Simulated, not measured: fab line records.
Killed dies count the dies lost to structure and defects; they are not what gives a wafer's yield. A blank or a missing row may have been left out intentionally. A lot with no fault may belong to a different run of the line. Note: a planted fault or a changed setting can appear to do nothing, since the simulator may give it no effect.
Matching of chambers ; flow sky130 ; SKY_CONTACT_ETCH_16 on rie_diel-01 has 4 sister chambers
The step etches BARC in N2/H2, stops on SiO2, time 45.9 s, target depth 60 nm. 4 wafers are shown with their chamber, then 7 later ones without.

## EACH WAFER AND ITS CHAMBER
wafer;chamber;drypump_motor_current_A (A)
L084.6;1;5.1
L087.2;0;5.8
L088.1;3;6.6
L088.2;2;5.2

## WAFERS WITHOUT THEIR CHAMBER
wafer;drypump_motor_current_A (A)
L088.5;5.2
L092.3;5.8
L092.4;5.2
L092.5;5.3
L097.1;5.8
L097.4;5.1
L097.5;6.7

## CHAMBER TAKEN BY EACH
wafer;from the rows above;in truth
L088.5;can't be placed: 2 or 1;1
L092.3;0;0
L092.4;can't be placed: 2 or 1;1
L092.5;can't be placed: 2 or 1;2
L097.1;0;0
L097.4;can't be placed: 1 or 2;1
L097.5;3;3
3 of 7 placed correctly. Not placeable from these rows: 4 (in 4, the candidates include the true chamber). Number placed wrongly: 0.
How it was worked out, from the rows above alone: a wafer's distance from a chamber is the root of the sum, over the readings, of the square of ((its reading less the chamber's mean) divided by the reading's scatter). The wafer belongs to the nearest chamber; if the next one is less than 2 further off, it can't be placed. A chamber's mean is the mean of its shown wafers. The scatter: with one shown wafer a chamber, the root of the mean of the squares of how far each hidden wafer lies from its nearest shown one.
